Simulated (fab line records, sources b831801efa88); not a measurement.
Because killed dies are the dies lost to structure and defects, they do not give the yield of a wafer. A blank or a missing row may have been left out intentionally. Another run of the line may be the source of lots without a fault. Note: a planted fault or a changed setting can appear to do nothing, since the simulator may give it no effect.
Which of the tools did it? || flow sky130 || route of 708 steps, sampled at 1 step: 12 lots, 36 wafers

== WHAT EACH GAUGE READ, for each wafer ==
SKY_VIA1_BOW_MEAS_03.
{"lot": "L076", "measured": "day 33 22:01", "on": "filmMetro-03", "VIA1_BOW (um)": "83 84 87"}
{"lot": "L078", "measured": "day 34 07:10", "on": "filmMetro-03", "VIA1_BOW (um)": "76 80 78"}
{"lot": "L079", "measured": "day 34 12:10", "on": "filmMetro-03", "VIA1_BOW (um)": "93 72 80"}
{"lot": "L081", "measured": "day 35 13:34", "on": "filmMetro-03", "VIA1_BOW (um)": "86 90 87"}
{"lot": "L083", "measured": "day 35 16:53", "on": "filmMetro-01", "VIA1_BOW (um)": "77 81 79"}
{"lot": "L085", "measured": "day 36 15:59", "on": "filmMetro-03", "VIA1_BOW (um)": "89 81 63"}
{"lot": "L087", "measured": "day 37 04:12", "on": "filmMetro-03", "VIA1_BOW (um)": "89 73 86"}
{"lot": "L089", "measured": "day 37 16:13", "on": "filmMetro-01", "VIA1_BOW (um)": "77 63 86"}
{"lot": "L091", "measured": "day 38 06:05", "on": "filmMetro-02", "VIA1_BOW (um)": "79 69 72"}
{"lot": "L093", "measured": "day 38 23:10", "on": "filmMetro-01", "VIA1_BOW (um)": "88 74 88"}
{"lot": "L095", "measured": "day 39 10:05", "on": "filmMetro-01", "VIA1_BOW (um)": "78 77 94"}
{"lot": "L097", "measured": "day 39 21:14", "on": "filmMetro-01", "VIA1_BOW (um)": "86 84 81"}

== WHICH TOOL RAN EACH LOT (tool, then ch and the chambers of the sampled wafers, then the start) ==
Record: no process step prior to these readings.

== THE ANSWER, worked out from the rows above alone ==
Rule: what is usual is taken from the lots themselves. Put in order of their means at a reading, lots are off if they are a third of the lots or fewer, leave a main group of 4 or more, and stand apart from it by a gap of 3 or more times the standard deviation of the main group's means; of several such gaps the widest counts. Not used: any main group whose means are identical at the precision the tables above print for the reading. Also off: a lot with no number at a reading for which 4 or more lots have one. Any other lot the step has rows for is counted as sound.
Across all readings shown, no lot is off: no conclusion can be drawn from this.

== WHAT THE SIMULATOR HAD PUT IN ==
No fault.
